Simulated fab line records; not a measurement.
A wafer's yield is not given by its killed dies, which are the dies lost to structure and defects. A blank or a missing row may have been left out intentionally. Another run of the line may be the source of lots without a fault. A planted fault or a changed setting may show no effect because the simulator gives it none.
Check for tools in common -- flow gf180mcu -- Sample size 12 lots and 42 wafers

REASON IT WAS OPENED
GF_M5_OVL_MEAS_08, reading M5_OVL: flagged on 2 of 12 lots. Wafers without a fault read -3 nm, standard deviation 5.8.
Rule: a lot is flagged in two cases, either no wafer of it has a number, or all its wafers with numbers fall more than 4 standard deviations from that mean. The rest of the lots are taken to be sound.

lot,measured,on,"M5_OVL (nm), wafer by wafer",flag
L353,day 26 07:26,overlay-02,0 -3 -2,
L355,day 26 23:45,overlay-02,0 2 -6,
L356,day 27 08:59,overlay-01,-6 -8 2,
L357,day 27 10:20,overlay-01,-6 3 -9,
L361,day 28 19:47,overlay-01,-7 1 1,
L363,day 29 10:15,overlay-01,-10 -2 -8,
L364,day 29 23:45,overlay-02,5 0 10,
L365,day 30 03:56,overlay-02,-16 -5 -6,
L368,day 30 19:36,overlay-01,15 5 11,
L369,day 31 01:37,overlay-01,-8 -2 -4,
L370,day 31 12:38,overlay-01,49 43 40 47 40 39,FLAGGED
L371,day 31 15:58,overlay-01,46 44 44 42 43 41,FLAGGED
The mean of the flagged lots' numbers is 43 nm, +46 nm from the usual (+8 standard deviations).

LOT BY LOT: THE TOOL USED
2 process steps preceding the reading are held in the record, out of 602 steps in the route. Every cell lists first the tool, next ch and the chambers used by the sampled wafers, and last the start.
lot,flag,GF_V4_SPUTTER_21,GF_M5_EXPOSE_04
L353,,"pvd sputter-01, day 24 11:52","krf scanner-01 ch 0, day 25 21:09"
L355,,"pvd sputter-03, day 25 04:39","krf scanner-01 ch 0, day 26 13:58"
L356,,"pvd sputter-01, day 25 13:43","krf scanner-01 ch 0, day 26 22:31"
L357,,"pvd sputter-01, day 25 16:55","krf scanner-02 ch 0, day 27 01:01"
L361,,"pvd sputter-01, day 27 03:04","krf scanner-02 ch 0, day 28 10:02"
L363,,"pvd sputter-01, day 27 19:17","krf scanner-01 ch 0, day 29 01:43"
L364,,"pvd sputter-01, day 28 07:35","krf scanner-01 ch 0, day 29 13:58"
L365,,"pvd sputter-01, day 28 11:35","krf scanner-01 ch 0, day 29 18:25"
L368,,"pvd sputter-02, day 29 05:23","krf scanner-02 ch 0, day 30 10:15"
L369,,"pvd sputter-03, day 29 11:20","krf scanner-02 ch 0, day 30 16:43"
L370,FLAGGED,"pvd sputter-03, day 29 23:23","krf scanner-02 ch 0, day 31 03:49"
L371,FLAGGED,"pvd sputter-01, day 30 02:50","krf scanner-02 ch 0, day 31 07:10"
These steps, and what they do:
- GF_V4_SPUTTER_21: material Ti, target thk 15 nm, time 80.02 s.
- GF_M5_EXPOSE_04: exposes mask Metal5, target cd 280 nm.
- GF_M5_OVL_MEAS_08

FLAGGED AGAINST TOTAL, ONE TOOL AT A TIME (gauges that did the reading follow at the end)
step,tool,lots run,flagged,share of the flagged lots,sound lots run after its first flagged lot
GF_V4_SPUTTER_21,pvd sputter-01,8,1,some,0
GF_V4_SPUTTER_21,pvd sputter-02,1,0,none,-
GF_V4_SPUTTER_21,pvd sputter-03,3,1,some,0
GF_M5_EXPOSE_04,krf scanner-01,6,0,none,-
GF_M5_EXPOSE_04,krf scanner-02,6,2,all,0
GF_M5_OVL_MEAS_08,overlay-01,8,2,all,0
GF_M5_OVL_MEAS_08,overlay-02,4,0,none,-

WHAT THE TABLE PERMITS
krf scanner-02 at GF_M5_EXPOSE_04 and overlay-01 at GF_M5_OVL_MEAS_08 are the 2 rows of the table that ran each flagged lot.
- krf scanner-02 at GF_M5_EXPOSE_04: 2 of its 6 lots flagged. Its last sound lot is L369 (day 30 16:43), its first flagged lot L370 (day 31 03:49): a fault that began between those two fits.
- overlay-01 at GF_M5_OVL_MEAS_08: 2 of its 8 lots flagged. Its last sound lot is L369 (day 31 01:37), its first flagged lot L370 (day 31 12:38): a fault that began between those two fits.
Because each of these 2 tools fits a fault that began at some hour, counting lots does not separate them. More lots, or a look at what each step does to the wafer, might.

WHAT THE SIMULATOR PUT IN
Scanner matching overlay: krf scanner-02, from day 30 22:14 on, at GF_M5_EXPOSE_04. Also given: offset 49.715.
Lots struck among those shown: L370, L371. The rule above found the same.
